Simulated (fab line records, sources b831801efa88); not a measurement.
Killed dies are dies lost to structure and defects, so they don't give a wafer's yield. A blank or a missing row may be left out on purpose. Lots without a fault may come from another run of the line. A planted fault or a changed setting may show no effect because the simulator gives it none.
Which tool did it? | flow gf180mcu | 13 lots, 39 wafers sampled, at 6 steps of a route of 602

WHAT THE GAUGES READ, wafer by wafer
GF_STI_BOW_MEAS_00.
lot  | measured    | on            | INCOMING_BOW (um)
L481 | day 1 10:02 | film_metro-03 | 0 0 2
L482 | day 1 15:02 | film_metro-04 | 11 -7 5
L484 | day 2 01:00 | film_metro-03 | 6 10 -6
L485 | day 2 06:01 | film_metro-02 | 6 -3 -4
L486 | day 2 11:00 | film_metro-03 | -3 6 9
L487 | day 2 16:00 | film_metro-04 | 8 6 5
L489 | day 3 02:00 | film_metro-03 | -2 -8 -2
L490 | day 3 07:01 | film_metro-04 | 4 6 3
L491 | day 3 12:00 | film_metro-04 | 17 1 4
L492 | day 3 17:00 | film_metro-03 | -5 0 -3
L496 | day 4 13:00 | film_metro-03 | 8 9 -3
L503 | day 6 00:01 | film_metro-03 | -2 7 -12
L504 | day 6 05:00 | film_metro-04 | -1 -4 1

GF_MVSD_OVL_MEAS_07.
lot  | measured    | on         | MVSD_OVL (nm)
L481 | day 4 10:37 | overlay-01 | -0.5 0.4 1.1
L482 | day 4 16:07 | overlay-01 | -0.4 0.6 1.8
L484 | day 5 03:11 | overlay-01 | -2.2 -1.4 -0.9
L485 | day 5 08:28 | overlay-02 | 1.5 -0.6 0.7
L486 | day 5 16:41 | overlay-01 | 2.3 0.9 2.3
L487 | day 5 22:22 | overlay-01 | -0.2 1.5 0.5
L489 | day 6 08:29 | overlay-01 | 1.0 0.9 3.5
L490 | day 6 14:40 | overlay-02 | -1.8 -0.9 0.0
L491 | day 6 20:04 | overlay-01 | 2.3 0.8 1.0
L492 | day 7 02:59 | overlay-02 | -0.3 -0.6 2.3
L496 | day 8 03:34 | overlay-01 | - - -
L503 | day 9 18:06 | overlay-01 | -0.1 0.4 -1.1
L504 | day 9 23:54 | overlay-02 | -0.6 1.9 1.7

GF_MVSD_TW_MEAS_11.
lot  | measured     | on            | MVSD_TW
L481 | day 4 11:03  | film_metro-03 | 1546 1553 1561
L482 | day 4 16:33  | film_metro-01 | 1557 1564 1566
L484 | day 5 03:38  | film_metro-01 | 1574 1573 1581
L485 | day 5 08:54  | film_metro-01 | 1571 1574 1578
L486 | day 5 17:08  | film_metro-02 | 1566 1574 1575
L487 | day 5 22:48  | film_metro-02 | 1583 1574 1568
L489 | day 6 08:56  | film_metro-03 | 1551 1560 1556
L490 | day 6 15:06  | film_metro-03 | 1555 1546 1552
L491 | day 6 20:30  | film_metro-02 | 1571 1559 1557
L492 | day 7 03:26  | film_metro-03 | 1556 1556 1557
L496 | day 8 04:00  | film_metro-02 | 30 30 30 30 30 30
L503 | day 9 18:32  | film_metro-02 | 1576 1573 1565
L504 | day 10 00:20 | film_metro-02 | 1578 1580 1580

GF_HV_LDD_TW_MEAS_23.
lot  | measured     | on            | HV_LDD_2_TW
L481 | day 10 15:20 | film_metro-02 | 1055 1056 1053
L482 | day 11 01:26 | film_metro-01 | 1050 1052 1054
L484 | day 11 14:19 | film_metro-01 | 1057 1050 1050
L485 | day 12 01:07 | film_metro-01 | 1036 1046 1046
L486 | day 12 08:00 | film_metro-01 | 1045 1049 1054
L487 | day 12 19:03 | film_metro-03 | 1039 1036 1033
L489 | day 13 05:40 | film_metro-02 | 1045 1040 1040
L490 | day 13 15:01 | film_metro-02 | 1041 1042 1038
L491 | day 13 20:00 | film_metro-02 | 1044 1046 1044
L492 | day 14 05:12 | film_metro-01 | 1050 1047 1042
L503 | day 17 17:13 | film_metro-03 | 1041 1042 1039
L504 | day 18 02:42 | film_metro-02 | 1043 1034 1043

GF_SALICIDE_THK_MEAS_05: measures by xrf.
lot  | measured     | on            | SALICIDE_TIN_THK (nm)
L481 | day 14 22:11 | film_metro-01 | 19.6 19.8 19.6
L482 | day 15 11:02 | film_metro-01 | 19.0 19.6 19.3
L484 | day 16 00:16 | film_metro-01 | 19.2 19.6 19.7
L485 | day 16 14:07 | film_metro-04 | 19.4 20.0 19.7
L486 | day 16 23:01 | film_metro-01 | 19.8 19.6 19.9
L487 | day 17 10:59 | film_metro-01 | 19.8 19.5 19.8
L489 | day 17 22:07 | film_metro-01 | 19.5 19.5 19.0
L490 | day 18 10:05 | film_metro-01 | 19.9 19.8 19.8
L491 | day 18 18:50 | film_metro-03 | 19.1 19.9 18.9
L492 | day 19 02:02 | film_metro-03 | 19.8 19.6 19.5
L503 | day 22 23:12 | film_metro-04 | 19.9 20.4 19.6
L504 | day 23 07:19 | film_metro-01 | 20.0 19.9 20.0

WHICH TOOL RAN EACH LOT (tool, then ch and the chambers of the sampled wafers, then the start)
lot  | GF_MVSD_EXPOSE_04
L481 | iline_stepper-01 ch 0, day 4 03:53
L482 | iline_stepper-01 ch 0, day 4 09:33
L484 | iline_stepper-01 ch 0, day 4 20:04
L485 | iline_stepper-02 ch 0, day 5 01:35
L486 | iline_stepper-02 ch 0, day 5 09:13
L487 | iline_stepper-02 ch 0, day 5 15:35
L489 | iline_stepper-01 ch 0, day 6 00:50
L490 | iline_stepper-01 ch 0, day 6 07:29
L491 | iline_stepper-02 ch 0, day 6 13:13
L492 | iline_stepper-01 ch 0, day 6 19:29
L496 | iline_stepper-01 ch 0, day 7 19:40
L503 | iline_stepper-02 ch 0, day 9 09:29
L504 | iline_stepper-01 ch 0, day 9 15:16
- GF_MVSD_EXPOSE_04: exposes mask MVSD, target cd 1000 nm.

WHAT THE TOOLS THEMSELVES READ (means of the sampled wafers that have a number; where no wafer has one, the mark that the record gives instead)
The record holds no such reading with a usual standard deviation.

THE ANSWER, worked out from the rows above alone
Rule: what is usual is taken from the lots themselves. Put in order of their means at a reading, lots are off if they are a third of the lots or fewer, leave a main group of 4 or more, and stand apart from it by a gap of 3 or more times the standard deviation of the main group's means; of several such gaps the widest counts. A main group whose means are all the same, to the digits that the tables above print for the reading, isn't used. A lot without any number at a reading at which 4 lots or more have one is off too. The other lots that the step has rows for count as sound. The gauges are gone through in route order, then the tools' own readings, and for those a lot's mean is taken as printed above. The first step at which some lot is off is used, and at that step the reading that is off furthest; a lot without a number counts as furthest.
Off: L496, at GF_MVSD_OVL_MEAS_07 (MVSD_OVL). Without a number there: L496. The main group: mean 0.5 nm, standard deviation 0.96.
A tool fits if, at a process step before that reading, it ran every lot that is off, and no sound lot after the first of them. The gauges at GF_MVSD_OVL_MEAS_07 aren't tried: what is off there is off at GF_MVSD_TW_MEAS_11 too, on other tools, and a gauge's error can't cause that. None of those tried fits.

WHAT THE SIMULATOR HAD PUT IN
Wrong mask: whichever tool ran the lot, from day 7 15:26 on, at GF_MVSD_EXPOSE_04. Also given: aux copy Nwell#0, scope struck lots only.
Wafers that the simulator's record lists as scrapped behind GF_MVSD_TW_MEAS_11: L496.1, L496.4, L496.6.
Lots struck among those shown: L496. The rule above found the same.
